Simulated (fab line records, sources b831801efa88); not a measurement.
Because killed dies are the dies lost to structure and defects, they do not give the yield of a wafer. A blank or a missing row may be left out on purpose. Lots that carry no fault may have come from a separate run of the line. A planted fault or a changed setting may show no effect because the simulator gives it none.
fab line records	flow sky130
[record] lots = 7	wafers = 18	last_day = 50
route steps=708 shown POLY_GATE@219
lots that met no fault: taken from a fault-free run of the same line
start_h: hours from the record's first day to the start of the lot's first wafer shown	wait_h: hours elapsed since this lot's preceding step	" as in the row above	L1.1+2: one row covering several wafers at once	- no value present, or no start provided	* or withheld: withheld	< > ~ a bound
route shown NAME@n: a module of which the file shows steps, and the number in the route of the first	usual: average and standard deviation across the fault-free wafers	same: alike in all rows	chamber/n: place in a boat	sites: each site's reading	_std_site: standard deviation across them	_edge_site: outer sites' mean less inner sites'	radius_mm: for every site, how far away it sits from the centre of the wafer	mask NAME#n: copy n	behind: the last tool/chamber to shape the wafer	hold: why the lot went on hold/how many hours it stayed there/how the hold came to an end	device: which transistor (n, p or np) failed to switch	end of line: at the end of the route, the tests of the same wafers	a step without rows: its recipe alone	killed: dies lost to structure and defects at the first sort, not the wafer's yield	map: a wafer's dies, x killed, . not, _ none there
set.NAME: the setting that was run; set.NAME@STEP: the one run at that earlier step	model.NAME: the simulator's own value behind a step, which no gauge read
lots seen at some steps along the route; tables by step, rows by wafer
services: the hour from which a tool's chamber was out of use, counted from the record's first day as start_h (under 0 if before that day), plus the number of hours and why
[[steps]]
[step SKY_POLY_GATE_DEHYDRATE_05]
[recipe] temp_c = 200	time_s = 60
[step SKY_POLY_GATE_HMDS_06]
[recipe] prime_time_s = 60	prime_temp_c = 120
[step SKY_POLY_GATE_COAT_07]
[recipe] resist = BARC	temp_c = withheld	time_s = withheld	spin_rpm = 3000	resist_thk_nm = 110
[step SKY_POLY_GATE_COAT_08]
[recipe] resist = KrF-thick	spin_rpm = 3000	resist_thk_nm = 450
[step SKY_POLY_GATE_SOFTBAKE_09]
[recipe] temp_c = 100	time_s = 90	resist = KrF-thick
[step SKY_POLY_GATE_EXPOSE_10]
[recipe] mask_id = P1M	na = 0.68	source_shape = conventional	sigma_outer = 0.6	target_cd_nm = 150	dose_mj = 28
[step SKY_POLY_GATE_PEB_11]
[recipe] peb_temp_c = withheld	peb_time_s = withheld	resist = KrF-thick
[step SKY_POLY_GATE_DEVELOP_12]
[recipe] develop_time_s = 60	resist = KrF-thick	dev_temp_c = 21
[step SKY_POLY_GATE_CD_MEAS_13]
[recipe] target_cd_nm = 150
[usual] cd_nm = 150.2/1.6
lot.wafer	tool	chamber	start_h	wait_h	cd_nm
L112.4	cd_sem-02	-	433.47	-	152.2
L112.5	"	-	"	"	151.3
L112.6	"	-	"	"	151.7
L115.1	cd_sem-01	-	457.18	-	151.0
L115.2	"	-	"	"	150.9
L115.5	"	-	"	"	151.7
L118.3	cd_sem-01	-	488.55	-	148.4
L118.4	"	-	"	"	148.4
L118.5	"	-	"	"	147.2
L121.1	cd_sem-01	-	510.27	-	147.6
L121.3	"	-	"	"	148.8
L123.1	cd_sem-02	-	530.93	-	150.6
L123.5	"	-	"	"	152.0
L125.5	cd_sem-02	-	542.76	-	153.5
L125.6	"	-	"	"	153.2
L128.2	cd_sem-01	-	562.73	-	151.5
L128.4	"	-	"	"	151.4
L128.5	"	-	"	"	152.5
[step SKY_POLY_GATE_OVL_MEAS_14]
[usual] POLY_GATE_OVL = 5/6.5
lot.wafer	tool	chamber	start_h	wait_h	POLY_GATE_OVL[nm]
L112.4	overlay-02	-	433.55	0.1	-8
L112.5	"	-	"	"	-4
L112.6	"	-	"	"	-1
L115.1	overlay-02	-	457.30	0.1	12
L115.2	"	-	"	"	-2
L115.5	"	-	"	"	13
L118.3	overlay-02	-	488.65	0.1	4
L118.4	"	-	"	"	12
L118.5	"	-	"	"	12
L121.1	overlay-02	-	510.39	0.1	-7
L121.3	"	-	"	"	0
L123.1	overlay-01	-	531.05	0.1	10
L123.5	"	-	"	"	9
L125.5	overlay-01	-	542.82	0.0	5
L125.6	"	-	"	"	1
L128.2	overlay-01	-	562.84	0.1	5
L128.4	"	-	"	"	-2
L128.5	"	-	"	"	0
[step SKY_POLY_GATE_ETCH_15]
[recipe] chemistry = N2/H2	target = BARC	ion_energy_ev = 200	source_w = 500	bias_w = 100	pressure_mtorr = 30	n2_flow_sccm = 100	h2_flow_sccm = 200	stop_on = SiO2	time_s = 118.5	target_depth_a = 1100
[usual] drypump_motor_current_A = 5.9/0.43	oes_product_au = 0.716/0.0045	throttle_valve_pct = 13.212/0.0097
lot.wafer	tool	chamber	start_h	wait_h	drypump_motor_current_A	oes_product_au	rf_hours_counter_h	throttle_valve_pct
L112.4	rie_diel-03	1	433.57	0.0	5.6	0.725	24	13.211
L112.5	"	0	"	"	6.0	0.721	-	13.207
L112.6	"	1	"	"	5.6	0.719	-	13.215
L115.1	rie_diel-03	1	457.34	0.0	5.6	0.724	24	13.217
L115.2	"	0	"	"	6.0	0.725	15	13.213
L115.5	"	0	"	"	6.0	0.716	-	13.213
L118.3	rie_diel-02	3	488.67	0.0	5.7	0.714	58	13.213
L118.4	"	0	"	"	5.1	0.723	71	13.204
L118.5	"	0	"	"	5.1	0.713	-	13.208
L121.1	rie_diel-03	2	510.42	0.0	5.3	0.714	70	13.218
L121.3	"	3	"	"	6.3	0.710	5	13.219
L123.1	rie_diel-02	2	531.09	0.0	5.8	0.713	78	13.185
L123.5	"	1	"	"	5.7	0.719	-	13.223
L125.5	rie_diel-02	3	542.88	0.0	5.7	0.716	-	13.199
L125.6	"	0	"	"	5.2	0.715	-	13.193
L128.2	rie_diel-02	3	562.87	0.0	5.7	0.718	59	13.215
L128.4	"	1	"	"	5.7	0.713	-	13.218
L128.5	"	0	"	"	5.1	0.710	-	13.200
[step SKY_POLY_GATE_ETCH_16]
[recipe] stop_on = poly-Si	chemistry = CH3F/O2	target = Si3N4	source_w = 400	bias_w = 80	pressure_mtorr = 25	ch3f_flow_sccm = 40	O2_flow_sccm = 30	time_s = 147.5	target_depth_a = 750
[usual] drypump_motor_current_A = 5.9/0.42	oes_product_au = 0.641/0.0054	throttle_valve_pct = 10.535/0.0089
lot.wafer	tool	chamber	start_h	wait_h	drypump_motor_current_A	oes_product_au	rf_hours_counter_h	throttle_valve_pct
L112.4	rie_diel-03	1	433.65	0.0	5.5	0.648	24	10.534
L112.5	"	0	"	"	6.0	0.640	-	10.526
L112.6	"	1	"	"	5.5	0.634	-	10.539
L115.1	rie_diel-03	1	457.42	0.0	5.5	0.647	24	10.534
L115.2	"	0	"	"	6.0	0.636	16	10.531
L115.5	"	0	"	"	6.0	0.634	-	10.531
L118.3	rie_diel-02	3	488.75	0.0	5.7	0.637	58	10.534
L118.4	"	0	"	"	5.2	0.641	71	10.521
L118.5	"	0	"	"	5.2	0.639	-	10.532
L121.1	rie_diel-03	2	510.51	0.0	5.3	0.639	70	10.524
L121.3	"	3	"	"	6.3	0.652	5	10.543
L123.1	rie_diel-02	2	531.17	0.0	5.8	0.645	78	10.539
L123.5	"	1	"	"	5.7	0.639	-	10.521
L125.5	rie_diel-02	3	542.97	0.0	5.7	0.640	-	10.522
L125.6	"	0	"	"	5.2	0.633	-	10.532
L128.2	rie_diel-02	3	562.95	0.0	5.7	0.640	59	10.544
L128.4	"	1	"	"	5.7	0.635	-	10.528
L128.5	"	0	"	"	5.1	0.641	-	10.526
[step SKY_POLY_GATE_ETCH_17]
[recipe] target_depth_nm = 180	stop_on = SiO2	over_etch_frac = 0.56667	chemistry = HBr/Cl2	target = poly-Si	icp_w = 400	bias_w = 100	pressure_mtorr = 10	HBr_flow_sccm = 150	Cl2_flow_sccm = 50	time_s = 70.5
[usual] drypump_motor_current_A = 5.6/0.41	oes_product_au = 0.985/0.0074	throttle_valve_pct = 33.683/0.0088
lot.wafer	tool	chamber	start_h	wait_h	drypump_motor_current_A	oes_product_au	rf_hours_counter_h	throttle_valve_pct	model.etch.depth_nm	model.POLY_GATE.feature_depth_nm	model.KrF-thick_of_POLY_GATE_COAT_08.thk_nm
L112.4	rie_si-02	1	433.75	0.0	5.2	0.976	5	33.681	177.3	177.3	134.8
L112.5	"	3	"	"	5.1	0.983	-	33.680	178.4	178.4	138.4
L112.6	"	0	"	"	5.5	0.983	-	33.657	177.5	177.5	134.5
L115.1	rie_si-02	1	457.52	0.0	5.2	0.980	5	33.674	176.7	176.7	136.6
L115.2	"	2	"	"	5.5	0.990	18	33.693	176.6	176.6	141.7
L115.5	"	0	"	"	5.5	0.981	-	33.692	176.3	176.3	141.1
L118.3	rie_si-01	2	488.85	0.0	5.8	0.994	7	33.688	178.4	178.4	137.3
L118.4	"	1	"	"	6.1	0.980	1	33.664	176.6	176.6	141.7
L118.5	"	2	"	"	5.8	0.983	-	33.672	178.8	178.8	138.6
L121.1	rie_si-02	2	510.60	0.0	5.6	0.990	18	33.690	179.2	179.2	148.2
L121.3	"	3	"	"	5.1	0.703	3	33.671	103.2	103.2	184.3
L123.1	rie_si-02	2	531.27	0.0	5.6	0.992	18	33.677	180.5	180.5	139.5
L123.5	"	2	"	"	5.6	0.686	-	33.675	102.1	102.1	180.2
L125.5	rie_si-02	1	543.05	0.0	5.2	0.673	-	33.684	101.2	101.2	179.3
L125.6	"	0	"	"	5.5	0.986	-	33.695	179	179	142.2
L128.2	rie_si-01	2	563.05	0.0	5.8	0.980	7	33.679	177.4	177.4	138.9
L128.4	"	3	"	"	6.3	0.984	3	33.676	177	177	144.2
L128.5	"	1	"	"	6.1	0.963	-	33.695	171.5	171.5	147.1
[step SKY_POLY_GATE_STRIP_18]
[recipe] chemistry = O2/N2	power_w = 1400	pressure_mtorr = 1500	platen_temp_c = withheld	o2_flow_sccm = 3000	n2_flow_sccm = 300	overash_fraction = 0.5
[usual] drypump_motor_current_A = 5.5/0.41	oes_product_au = 0.360/0.005	strip_time_to_endpoint_s = 3.16/0.052
lot.wafer	tool	chamber	start_h	wait_h	drypump_motor_current_A	oes_product_au	rf_hours_counter_h	strip_time_to_endpoint_s
L112.4	plasma_asher-02	1	433.84	0.1	5.4	0.356	-	3.11
L112.5	"	1	"	"	5.4	0.369	-	3.16
L112.6	"	0	"	"	5.5	0.352	-	3.09
L115.1	plasma_asher-04	1	457.57	0.0	5.3	0.363	77	3.12
L115.2	"	0	"	"	5.3	0.359	77	3.19
L115.5	"	1	"	"	5.3	0.360	-	3.17
L118.3	plasma_asher-02	0	488.94	0.1	5.5	0.356	-	3.14
L118.4	"	1	"	"	5.5	0.366	-	3.20
L118.5	"	0	"	"	5.5	0.365	-	3.16
L121.1	plasma_asher-04	1	510.66	0.0	5.3	0.366	82	3.25
L121.3	"	0	"	"	5.3	0.378	-	3.65
L123.1	plasma_asher-02	1	531.32	0.0	5.4	0.357	10	3.16
L123.5	"	0	"	"	5.5	0.386	-	3.59
L125.5	plasma_asher-02	0	543.14	0.1	5.5	0.376	-	3.59
L125.6	"	1	"	"	5.4	0.372	-	3.20
L128.2	plasma_asher-04	0	563.11	0.0	5.3	0.360	87	3.15
L128.4	"	1	"	"	5.3	0.363	-	3.22
L128.5	"	1	"	"	5.3	0.371	-	3.26
[step SKY_POLY_GATE_CLEAN_19]
[recipe] chemistry = SC1/SC2	mix = 1:4:20	temp_c = 70	time_s = 150	dry = n2_spin
[[services]]
tool	chamber	start_h	hours	kind
rie_si-02	-	417.24	2.2	repair
plasma_asher-02	-	421.25	9.0	pm
plasma_asher-02	0	421.25	9.0	vent_cycle
plasma_asher-02	1	421.25	9.0	vent_cycle
plasma_asher-02	0	430.25	-	clean
plasma_asher-02	1	430.25	-	clean
rie_diel-02	-	448.07	0.9	repair
rie_diel-02	-	452.63	0.9	repair
rie_si-02	3	464.78	5.9	repair
rie_diel-03	-	476.01	0.7	repair
rie_diel-02	1	502.85	-	clean
rie_diel-02	1	502.85	20.3	scheduled_down
rie_diel-02	1	502.85	20.3	vent_cycle
rie_diel-03	3	532.96	3.1	repair
rie_diel-03	-	550.68	0.2	repair
plasma_asher-02	-	556.41	12.3	pm
rie_diel-02	2	561.84	-	clean
rie_diel-02	2	561.84	32.6	scheduled_down
rie_diel-02	2	561.84	32.6	vent_cycle
[[key]]
[first_sign] step = SKY_POLY_GATE_ETCH_17	reading = oes_product_au	direction = down	sigmas = 40	usual = 0.985	struck = 0.687
[effect] step = SKY_POLY_GATE_STRIP_18	reading = strip_time_to_endpoint_s	direction = up	sigmas = 8.6	usual = *	struck = *
[model_effect] step = SKY_POLY_GATE_ETCH_17	value = etch.depth_nm	without = 180	struck = 102.2
met_at SKY_POLY_GATE_ETCH_17
struck_wafers L121.3,L123.5,L125.5
later_rows_left_out L121.3,L123.5,L125.5
sort_left_out L121.3,L123.5,L125.5
tester_left_out L121,L123,L125
onset_between 457.52 510.60
[fault] kind = process_parameter_drift	tool = rie_si-02	chamber = -	onset_h = 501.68	steps = SKY_POLY_GATE_ETCH_17	channel = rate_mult	offset = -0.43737	shape = step	end_h = 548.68	scope = struck_wafers_only
// tester_left_out: of these lots the tester's yield and bins aren't shown, on N5 and GAA mostly nor the transistor test; their killed dies are dies lost to structure and defects alone, not to doping, threshold or leakage, so they don't give the yield
// sort_left_out: the simulated sort isn't trusted on such a fault, so these wafers' sort isn't shown, and their yield isn't known
// later_rows_left_out: the simulator's readings of these wafers behind a module that went badly wrong aren't trusted and aren't shown, but for the sort
